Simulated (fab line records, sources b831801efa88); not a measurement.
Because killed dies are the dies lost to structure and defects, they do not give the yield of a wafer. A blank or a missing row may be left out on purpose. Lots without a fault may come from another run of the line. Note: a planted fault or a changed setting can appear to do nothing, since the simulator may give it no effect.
Which of the tools did it? / flow gf180mcu / 42 wafers from 14 lots sampled at 4 of the route's 602 steps

## WHAT THE GAUGES READ, wafer by wafer
GF_V1_OVL_MEAS_15. Usual: for V1_OVL the level is 1 nm and the standard deviation is 5.5.
lot=L934; measured=day 18 08:31; on=overlay-01; V1_OVL (nm)=7 -6 -6; flag=
lot=L935; measured=day 19 00:35; on=overlay-01; V1_OVL (nm)=9 9 6; flag=
lot=L936; measured=day 19 00:47; on=overlay-01; V1_OVL (nm)=-2 -8 -2; flag=
lot=L938; measured=day 19 14:55; on=overlay-02; V1_OVL (nm)=-3 -1 2; flag=
lot=L937; measured=day 19 19:07; on=overlay-02; V1_OVL (nm)=-6 -5 -4; flag=
lot=L939; measured=day 20 02:41; on=overlay-01; V1_OVL (nm)=0 -3 3; flag=
lot=L940; measured=day 20 13:05; on=overlay-02; V1_OVL (nm)=3 0 -1; flag=
lot=L941; measured=day 20 23:17; on=overlay-02; V1_OVL (nm)=0 4 4; flag=
lot=L942; measured=day 21 00:14; on=overlay-01; V1_OVL (nm)=0 -7 -4; flag=
lot=L943; measured=day 21 13:37; on=overlay-01; V1_OVL (nm)=2 1 9; flag=
lot=L944; measured=day 21 23:12; on=overlay-02; V1_OVL (nm)=3 7 5; flag=
lot=L953; measured=day 25 00:55; on=overlay-02; V1_OVL (nm)=-2 0 1; flag=
lot=L954; measured=day 25 04:02; on=overlay-02; V1_OVL (nm)=6 6 2; flag=
lot=L955; measured=day 25 10:39; on=overlay-01; V1_OVL (nm)=-1 5 7; flag=

## WHICH TOOL RAN EACH LOT (tool, then ch and the chambers of the sampled wafers, then the start)
lot=L934; GF_NSD_EXPOSE_04=iline_stepper-02 ch 0, day 13 03:46; GF_CONTACT_STRIP_18=plasma_asher-04 ch 1, day 16 08:26; GF_M1_SPUTTER_01=pvd_sputter-02, day 16 09:39
lot=L935; GF_NSD_EXPOSE_04=iline_stepper-02 ch 0, day 13 13:52; GF_CONTACT_STRIP_18=plasma_asher-02 ch 0,1, day 16 18:56; GF_M1_SPUTTER_01=pvd_sputter-04, day 16 20:01
lot=L936; GF_NSD_EXPOSE_04=iline_stepper-01 ch 0, day 13 16:50; GF_CONTACT_STRIP_18=plasma_asher-04 ch 0,1, day 16 23:08; GF_M1_SPUTTER_01=pvd_sputter-01, day 17 00:13
lot=L938; GF_NSD_EXPOSE_04=iline_stepper-01 ch 0, day 14 05:56; GF_CONTACT_STRIP_18=plasma_asher-04 ch 0, day 17 13:32; GF_M1_SPUTTER_01=pvd_sputter-01, day 17 14:37
lot=L937; GF_NSD_EXPOSE_04=iline_stepper-01 ch 0, day 14 09:22; GF_CONTACT_STRIP_18=plasma_asher-02 ch 0,1, day 17 16:16; GF_M1_SPUTTER_01=pvd_sputter-01, day 17 17:19
lot=L939; GF_NSD_EXPOSE_04=iline_stepper-02 ch 0, day 14 15:17; GF_CONTACT_STRIP_18=plasma_asher-02 ch 0,1, day 18 00:20; GF_M1_SPUTTER_01=pvd_sputter-01, day 18 01:23
lot=L940; GF_NSD_EXPOSE_04=iline_stepper-01 ch 0, day 15 00:01; GF_CONTACT_STRIP_18=plasma_asher-04 ch 0,1, day 18 08:59; GF_M1_SPUTTER_01=pvd_sputter-01, day 18 10:19
lot=L941; GF_NSD_EXPOSE_04=iline_stepper-02 ch 0, day 15 09:56; GF_CONTACT_STRIP_18=plasma_asher-04 ch 0,1, day 18 19:38; GF_M1_SPUTTER_01=pvd_sputter-01, day 18 20:43
lot=L942; GF_NSD_EXPOSE_04=iline_stepper-02 ch 0, day 15 11:03; GF_CONTACT_STRIP_18=plasma_asher-01 ch 0,1, day 18 21:13; GF_M1_SPUTTER_01=pvd_sputter-04, day 18 22:21
lot=L943; GF_NSD_EXPOSE_04=iline_stepper-02 ch 0, day 15 23:33; GF_CONTACT_STRIP_18=plasma_asher-01 ch 0,1, day 19 10:09; GF_M1_SPUTTER_01=pvd_sputter-04, day 19 11:14
lot=L944; GF_NSD_EXPOSE_04=iline_stepper-01 ch 0, day 16 07:17; GF_CONTACT_STRIP_18=plasma_asher-02 ch 0,1, day 19 20:26; GF_M1_SPUTTER_01=pvd_sputter-01, day 19 21:31
lot=L953; GF_NSD_EXPOSE_04=iline_stepper-01 ch 0, day 19 12:18; GF_CONTACT_STRIP_18=plasma_asher-01 ch 0,1, day 23 02:03; GF_M1_SPUTTER_01=pvd_sputter-04, day 23 03:08
lot=L954; GF_NSD_EXPOSE_04=iline_stepper-01 ch 0, day 19 15:36; GF_CONTACT_STRIP_18=plasma_asher-02 ch 0, day 23 04:41; GF_M1_SPUTTER_01=pvd_sputter-01, day 23 05:46
lot=L955; GF_NSD_EXPOSE_04=iline_stepper-02 ch 0, day 19 23:17; GF_CONTACT_STRIP_18=plasma_asher-02 ch 0,1, day 23 11:37; GF_M1_SPUTTER_01=pvd_sputter-04, day 23 12:40
- GF_NSD_EXPOSE_04: exposes mask Nplus, target cd 400 nm.
- GF_CONTACT_STRIP_18: strips in O2/N2.
- GF_M1_SPUTTER_01: material TiN, target thk 30 nm, time 25 s.

## WHAT THE TOOLS THEMSELVES READ (means of the sampled wafers that have a number; where no wafer has one, the mark that the record gives instead)
GF_NSD_EXPOSE_04. Usual: exposure_dose_mJ_cm2 reads 140.41 (standard deviation 0.17).
lot=L934 tool=iline_stepper-02 exposure_dose_mJ_cm2=140.45 flag=
lot=L935 tool=iline_stepper-02 exposure_dose_mJ_cm2=140.32 flag=
lot=L936 tool=iline_stepper-01 exposure_dose_mJ_cm2=140.39 flag=
lot=L938 tool=iline_stepper-01 exposure_dose_mJ_cm2=140.66 flag=
lot=L937 tool=iline_stepper-01 exposure_dose_mJ_cm2=140.61 flag=
lot=L939 tool=iline_stepper-02 exposure_dose_mJ_cm2=140.38 flag=
lot=L940 tool=iline_stepper-01 exposure_dose_mJ_cm2=140.28 flag=
lot=L941 tool=iline_stepper-02 exposure_dose_mJ_cm2=140.35 flag=
lot=L942 tool=iline_stepper-02 exposure_dose_mJ_cm2=140.55 flag=
lot=L943 tool=iline_stepper-02 exposure_dose_mJ_cm2=140.54 flag=
lot=L944 tool=iline_stepper-01 exposure_dose_mJ_cm2=140.27 flag=
lot=L953 tool=iline_stepper-01 exposure_dose_mJ_cm2=138.08 flag=OFF
lot=L954 tool=iline_stepper-01 exposure_dose_mJ_cm2=137.85 flag=OFF
lot=L955 tool=iline_stepper-02 exposure_dose_mJ_cm2=140.02 flag=

GF_CONTACT_STRIP_18. Usual: drypump_motor_current_A 6.0 A, standard deviation 0.34; heater_power_w 326 W, standard deviation 30; o2_flow_sccm 3000 sccm, standard deviation 9.1; oes_product_au 0.579 a.u., standard deviation 0.0046.
lot=L934; tool=plasma_asher-04; drypump_motor_current_A (A)=5.6; heater_power_w (W)=340; o2_flow_sccm (sccm)=3003; oes_product_au (a.u.)=0.577; flag=
lot=L935; tool=plasma_asher-02; drypump_motor_current_A (A)=6.1; heater_power_w (W)=318; o2_flow_sccm (sccm)=2996; oes_product_au (a.u.)=0.582; flag=
lot=L936; tool=plasma_asher-04; drypump_motor_current_A (A)=5.6; heater_power_w (W)=322; o2_flow_sccm (sccm)=2999; oes_product_au (a.u.)=0.580; flag=
lot=L938; tool=plasma_asher-04; drypump_motor_current_A (A)=5.6; heater_power_w (W)=287; o2_flow_sccm (sccm)=2997; oes_product_au (a.u.)=0.576; flag=
lot=L937; tool=plasma_asher-02; drypump_motor_current_A (A)=6.1; heater_power_w (W)=312; o2_flow_sccm (sccm)=2986; oes_product_au (a.u.)=0.577; flag=
lot=L939; tool=plasma_asher-02; drypump_motor_current_A (A)=6.1; heater_power_w (W)=337; o2_flow_sccm (sccm)=2999; oes_product_au (a.u.)=0.579; flag=
lot=L940; tool=plasma_asher-04; drypump_motor_current_A (A)=5.6; heater_power_w (W)=321; o2_flow_sccm (sccm)=2999; oes_product_au (a.u.)=0.576; flag=
lot=L941; tool=plasma_asher-04; drypump_motor_current_A (A)=5.6; heater_power_w (W)=318; o2_flow_sccm (sccm)=3002; oes_product_au (a.u.)=0.583; flag=
lot=L942; tool=plasma_asher-01; drypump_motor_current_A (A)=6.6; heater_power_w (W)=355; o2_flow_sccm (sccm)=3005; oes_product_au (a.u.)=0.582; flag=
lot=L943; tool=plasma_asher-01; drypump_motor_current_A (A)=6.5; heater_power_w (W)=353; o2_flow_sccm (sccm)=2995; oes_product_au (a.u.)=0.582; flag=
lot=L944; tool=plasma_asher-02; drypump_motor_current_A (A)=6.0; heater_power_w (W)=318; o2_flow_sccm (sccm)=2993; oes_product_au (a.u.)=0.579; flag=
lot=L953; tool=plasma_asher-01; drypump_motor_current_A (A)=6.6; heater_power_w (W)=361; o2_flow_sccm (sccm)=3006; oes_product_au (a.u.)=0.575; flag=
lot=L954; tool=plasma_asher-02; drypump_motor_current_A (A)=6.0; heater_power_w (W)=300; o2_flow_sccm (sccm)=3004; oes_product_au (a.u.)=0.583; flag=
lot=L955; tool=plasma_asher-02; drypump_motor_current_A (A)=6.1; heater_power_w (W)=317; o2_flow_sccm (sccm)=2994; oes_product_au (a.u.)=0.579; flag=

GF_M1_SPUTTER_01. Usual: throttle_valve_pct reads 29.8 % (standard deviation 0.89).
lot=L934; tool=pvd_sputter-02; throttle_valve_pct (%)=30.0; flag=
lot=L935; tool=pvd_sputter-04; throttle_valve_pct (%)=29.2; flag=
lot=L936; tool=pvd_sputter-01; throttle_valve_pct (%)=30.4; flag=
lot=L938; tool=pvd_sputter-01; throttle_valve_pct (%)=29.8; flag=
lot=L937; tool=pvd_sputter-01; throttle_valve_pct (%)=30.2; flag=
lot=L939; tool=pvd_sputter-01; throttle_valve_pct (%)=29.1; flag=
lot=L940; tool=pvd_sputter-01; throttle_valve_pct (%)=30.2; flag=
lot=L941; tool=pvd_sputter-01; throttle_valve_pct (%)=30.1; flag=
lot=L942; tool=pvd_sputter-04; throttle_valve_pct (%)=29.2; flag=
lot=L943; tool=pvd_sputter-04; throttle_valve_pct (%)=29.1; flag=
lot=L944; tool=pvd_sputter-01; throttle_valve_pct (%)=30.6; flag=
lot=L953; tool=pvd_sputter-04; throttle_valve_pct (%)=29.7; flag=
lot=L954; tool=pvd_sputter-01; throttle_valve_pct (%)=29.7; flag=
lot=L955; tool=pvd_sputter-04; throttle_valve_pct (%)=29.0; flag=

## THE ANSWER, worked out from the rows above alone
Rule: lot off if the mean of its wafers having a number is beyond 3 standard deviations from the usual mean. A lot without any number at a reading at which 4 lots or more have one is off too. All remaining lots with rows at the step are treated as sound. The gauges are gone through in route order, then the tools' own readings, and for those a lot's mean is taken as printed above. The first step at which some lot is off is used, and at that step the reading that is off furthest; a lot without a number counts as furthest.
Off: L953, L954 (GF_NSD_EXPOSE_04, exposure_dose_mJ_cm2).
If a tool, at that step or one of the process steps before it, ran each lot that is off and ran no sound lot following the first of them, it fits. One fits: GF_NSD_EXPOSE_04 on iline_stepper-01. Its last sound lot is L944 (day 16 07:17), its first lot that is off L953 (day 19 12:18): a fault that began between those two fits.
On the lots that are off, the tool's own readings at GF_NSD_EXPOSE_04 differ by more than 5 times the standard deviation of the sound lots' means, which bears it out; exposure_dose_mJ_cm2 reads 137.97 there versus 140.40 on the sound lots.

## WHAT THE SIMULATOR HAD INSERTED
Process parameters drifting: iline_stepper-01 at GF_NSD_EXPOSE_04, beginning at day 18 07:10. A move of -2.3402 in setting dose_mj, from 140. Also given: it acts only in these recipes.
Shown lots that were struck: L953, L954. The rule given above showed the same thing.
